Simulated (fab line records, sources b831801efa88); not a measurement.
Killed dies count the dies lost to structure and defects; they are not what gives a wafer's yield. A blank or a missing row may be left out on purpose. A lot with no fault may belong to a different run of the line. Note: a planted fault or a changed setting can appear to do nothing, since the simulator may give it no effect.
Split-lot experiment -- flow sky130 -- on a route of 708 steps: 5 lots, 23 wafers read

## THE SPLIT
At SKY_VT_ADJUST_NCORE_EXPOSE_04 (exposes mask LVTN COMPLEMENT THIN, target cd 380 nm), the setting dose mj was moved away from the recipe's 139 on 11 of the 23 wafers read, by -6.4% to +4.2%. This setting was run at the recipe's value on the other wafers.

## FROM THE SPLIT TO THE READING: what the file shows between them, 2 steps
- SKY_VT_ADJUST_NCORE_PEB_05
- SKY_VT_ADJUST_NCORE_DEVELOP_06: develop time 57.71 s

## THE READING
Shown in nm: cd nm at SKY_VT_ADJUST_NCORE_CD_MEAS_07, with target cd 380 nm. A value of 378.9 nm with a standard deviation of 2.6 nm is what fault-free wafers of this fab line usually give.

wafer,"tool, chamber at the split",dose mj as run,against the recipe,"cd nm, nm",against lot-mates on the recipe
L077.2,"iline stepper-02, 0",139,recipe,384.6,-
L077.3,"iline stepper-02, 0",143,+2.9%,392.5,+8.2
L077.4,"iline stepper-02, 0",139,recipe,383.9,-
L077.5,"iline stepper-02, 0",143,+2.9%,394.4,+10.1
L077.6,"iline stepper-02, 0",143,+2.9%,389.6,+5.4
L078.1,"iline stepper-02, 0",142.6,+2.6%,387.1,+7.2
L078.2,"iline stepper-02, 0",142.6,+2.6%,389.5,+9.6
L078.3,"iline stepper-02, 0",142.6,+2.6%,389.2,+9.3
L078.4,"iline stepper-02, 0",139,recipe,378.8,-
L078.5,"iline stepper-02, 0",139,recipe,380.9,-
L080.1,"iline stepper-01, 0",144.8,+4.2%,388.2,+10.6
L080.2,"iline stepper-01, 0",139,recipe,376.6,-
L080.4,"iline stepper-01, 0",144.8,+4.2%,389.7,+12.1
L080.5,"iline stepper-01, 0",139,recipe,378.5,-
L080.6,"iline stepper-01, 0",144.8,+4.2%,390.3,+12.8
L081.1,"iline stepper-02, 0",139,recipe,378.3,-
L081.2,"iline stepper-02, 0",139,recipe,381.6,-
L081.3,"iline stepper-02, 0",130.1,-6.4%,361.0,-18.9
L081.5,"iline stepper-02, 0",139,recipe,379.7,-
L081.6,"iline stepper-02, 0",130.1,-6.4%,361.5,-18.4
L082.1,"iline stepper-01, 0",139,recipe,377.4,-
L082.4,"iline stepper-01, 0",139,recipe,377.5,-
L082.5,"iline stepper-01, 0",139,recipe,377.7,-

FIT RESULTS
A straight line over all 23 wafers: cd nm changes by +2.95 nm for each +1% of dose mj; r = +0.95; the points scatter about the line by 2.8 nm.
The same after taking each lot's own level away (the mean of its wafers on the recipe; 23 wafers): +2.91 nm for each +1%; r = +0.99; scatter 1.2 nm.
Per that fit: largest dose mj move, reading shift of 19 nm.
Across the lots, their own levels run from 377.53 to 384.25 nm, a range of 2.6 times the standard deviation given above.
Consequently the slope shifts little with the lot-to-lot level, the two slopes agreeing.
Check: for one of the wafers moved furthest among these (-6.4%), held out of the fit, the line's prediction against its lot-mates is -18.5 nm. It came out at -18.9 nm against them.

## THESE WAFERS: OTHER SPLITS
Before the reading, these wafers also passed through other splits. Each is held against what the fit with the lots' levels taken away leaves over:
other split on the same wafers,wafers away from the commonest value,r with cd nm (lot level and that fit taken away)
SKY_FIELD_ISO_OXIDATION_01 ox time s,15,+0.19
SKY_FIELD_ISO_CVD_03 temp c,10,-0.20
SKY_FIELD_ISO_DEVELOP_12 dev temp c,11,+0.27
SKY_NWELL_IMPLANT_12 energy kev,9,+0.00
SKY_NWELL_IMPLANT_24 dose cm2,9,-0.16
SKY_VT_ADJUST_HVTP_DEVELOP_06 dev temp c,8,+0.11
SKY_VT_ADJUST_LVTN_COAT_02 resist thk nm,7,+0.31
SKY_VT_ADJUST_LVTN_DEVELOP_06 develop time s,7,+0.38

## THE WHOLE CHAIN: every reading that the file lists as answering this split, in the file's order
step,what it does,reading,change (the file's fit),r (the file's)
SKY_VT_ADJUST_NCORE_DEVELOP_06,develop time 57.71 s,"VT_ADJUST_NCORE.cd nm (the simulator's own value, which no gauge read)",+2.93 nm for each +1% of the setting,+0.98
SKY_VT_ADJUST_NCORE_CD_MEAS_07,target cd 380 nm,cd nm,+2.91 nm for each +1% of the setting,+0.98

## FILE'S OWN FIT
cd nm changes by +2.91 nm for each +1% of dose mj, r = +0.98.
